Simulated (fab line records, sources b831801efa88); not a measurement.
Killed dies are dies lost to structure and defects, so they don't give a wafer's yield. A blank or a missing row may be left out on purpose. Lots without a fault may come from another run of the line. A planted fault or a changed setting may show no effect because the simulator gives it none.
Which tool did it? | flow sky130 | 13 lots, 39 wafers sampled, at 4 steps of a route of 708

WHAT THE GAUGES READ, wafer by wafer
SKY_FIELD_ISO_CD_MEAS_13: target cd 150 nm.
lot  | measured    | on        | cd_nm (nm)
L312 | day 2 06:23 | cd_sem-02 | 150.2 150.8 149.3
L313 | day 2 10:46 | cd_sem-02 | 151.6 152.4 151.6
L314 | day 2 14:23 | cd_sem-01 | 150.0 149.8 149.1
L315 | day 2 20:48 | cd_sem-02 | 150.7 150.1 149.6
L316 | day 3 03:57 | cd_sem-01 | 149.4 149.9 149.8
L317 | day 3 08:31 | cd_sem-02 | 150.1 151.6 151.0
L320 | day 3 21:07 | cd_sem-02 | 146.7 145.8 147.4
L321 | day 4 06:07 | cd_sem-01 | 148.7 148.9 148.9
L325 | day 4 23:26 | cd_sem-02 | 151.2 150.9 152.3
L327 | day 5 11:23 | cd_sem-02 | 147.5 149.3 148.5
L328 | day 5 15:23 | cd_sem-01 | 147.8 147.7 151.2
L334 | day 7 00:53 | cd_sem-01 | 147.1 147.4 147.8
L335 | day 7 04:44 | cd_sem-02 | 153.1 152.0 151.2

SKY_GATE_OXIDE_THK_MEAS_02.
lot  | measured     | on            | GATE_OXIDE_OXIDATION_00_THK (nm)
L312 | day 12 10:46 | film_metro-01 | 10.08 10.24 10.13
L313 | day 12 21:04 | film_metro-02 | 10.11 9.98 10.07
L314 | day 13 06:40 | film_metro-02 | 9.98 9.88 10.01
L315 | day 13 13:45 | film_metro-02 | 10.03 10.03 10.02
L316 | day 14 14:07 | film_metro-01 | 10.31 10.24 10.31
L317 | day 14 21:17 | film_metro-02 | 10.29 10.22 10.19
L320 | day 15 09:26 | film_metro-02 | 9.92 10.13 10.13
L321 | day 15 22:08 | film_metro-03 | 10.23 10.08 10.32
L325 | day 17 01:06 | film_metro-02 | 10.11 10.11 10.34
L327 | day 17 18:52 | film_metro-02 | 13.34 13.38 13.56
L328 | day 17 20:17 | film_metro-01 | 13.44 13.42 13.61
L334 | day 20 16:44 | film_metro-03 | 10.08 10.15 10.16
L335 | day 20 18:00 | film_metro-01 | 10.40 10.42 10.37

SKY_VIA1_THK_MEAS_01.
lot  | measured     | on            | VIA1_HDPCVD_THK (nm)
L312 | day 32 09:40 | film_metro-02 | 1048 1037 1031
L313 | day 32 14:46 | film_metro-02 | 1023 1016 1031
L314 | day 33 03:46 | film_metro-04 | 1040 1036 1030
L315 | day 33 10:55 | film_metro-04 | 1033 1039 1023
L316 | day 34 14:21 | film_metro-01 | 1036 1031 1033
L317 | day 34 21:47 | film_metro-02 | 1045 1036 1031
L320 | day 35 08:06 | film_metro-01 | 1032 1034 1024
L321 | day 35 18:22 | film_metro-04 | 1035 1029 1039
L325 | day 36 17:20 | film_metro-02 | 1041 1040 1042
L327 | day 37 09:16 | film_metro-01 | 1034 1035 1054
L328 | day 37 14:56 | film_metro-02 | 1019 1035 1030
L334 | day 39 22:52 | film_metro-01 | 1044 1028 1051
L335 | day 39 22:20 | film_metro-01 | 1022 1034 1015

WHICH TOOL RAN EACH LOT (tool, then ch and the chambers of the sampled wafers, then the start)
lot  | SKY_GATE_OXIDE_OXIDATION_01
L312 | furnace-02 ch 0, day 12 09:20
L313 | furnace-02 ch 0, day 12 19:39
L314 | furnace-01 ch 0, day 13 05:15
L315 | furnace-01 ch 0, day 13 12:20
L316 | furnace-01 ch 0, day 14 12:43
L317 | furnace-02 ch 0, day 14 19:52
L320 | furnace-01 ch 0, day 15 08:01
L321 | furnace-02 ch 0, day 15 20:43
L325 | furnace-02 ch 0, day 16 23:41
L327 | furnace-01 ch 0, day 17 17:27
L328 | furnace-01 ch 0, day 17 18:52
L334 | furnace-02 ch 0, day 20 15:19
L335 | furnace-01 ch 0, day 20 16:35
- SKY_GATE_OXIDE_OXIDATION_01: stabilise 600 s, purge 300 s, target thk 10.268 nm.

WHAT THE TOOLS THEMSELVES READ (means of the sampled wafers that have a number; where no wafer has one, the mark that the record gives instead)
SKY_GATE_OXIDE_OXIDATION_01.
lot  | tool       | ox_temp_c (C) | zone_power_lower_pct (%)
L312 | furnace-02 | 900.5         | 17.0
L313 | furnace-02 | 900.3         | 16.8
L314 | furnace-01 | 900.1         | 18.3
L315 | furnace-01 | 900.1         | 18.4
L316 | furnace-01 | 900.1         | 18.4
L317 | furnace-02 | 899.4         | 16.8
L320 | furnace-01 | 900.3         | 18.4
L321 | furnace-02 | 899.9         | 16.9
L325 | furnace-02 | 900.1         | 16.9
L327 | furnace-01 | 899.8         | 18.4
L328 | furnace-01 | 900.1         | 18.3
L334 | furnace-02 | 900.2         | 16.9
L335 | furnace-01 | 899.6         | 18.3

THE ANSWER, worked out from the rows above alone
Rule: what is usual is taken from the lots themselves. Put in order of their means at a reading, lots are off if they are a third of the lots or fewer, leave a main group of 4 or more, and stand apart from it by a gap of 3 or more times the standard deviation of the main group's means; of several such gaps the widest counts. A main group whose means are all the same, to the digits that the tables above print for the reading, isn't used. A lot without any number at a reading at which 4 lots or more have one is off too. The other lots that the step has rows for count as sound. The gauges are gone through in route order, then the tools' own readings, and for those a lot's mean is taken as printed above. The first step at which some lot is off is used, and at that step the reading that is off furthest; a lot without a number counts as furthest.
Off: L327, L328, at SKY_GATE_OXIDE_THK_MEAS_02 (GATE_OXIDE_OXIDATION_00_THK). The main group: mean 10.15 nm, standard deviation 0.12.
A tool fits if, at a process step before that reading, it ran every lot that is off, and no sound lot after the first of them. The gauges at SKY_GATE_OXIDE_THK_MEAS_02 are tried like those tools. None of those tried fits.

WHAT THE SIMULATOR HAD PUT IN
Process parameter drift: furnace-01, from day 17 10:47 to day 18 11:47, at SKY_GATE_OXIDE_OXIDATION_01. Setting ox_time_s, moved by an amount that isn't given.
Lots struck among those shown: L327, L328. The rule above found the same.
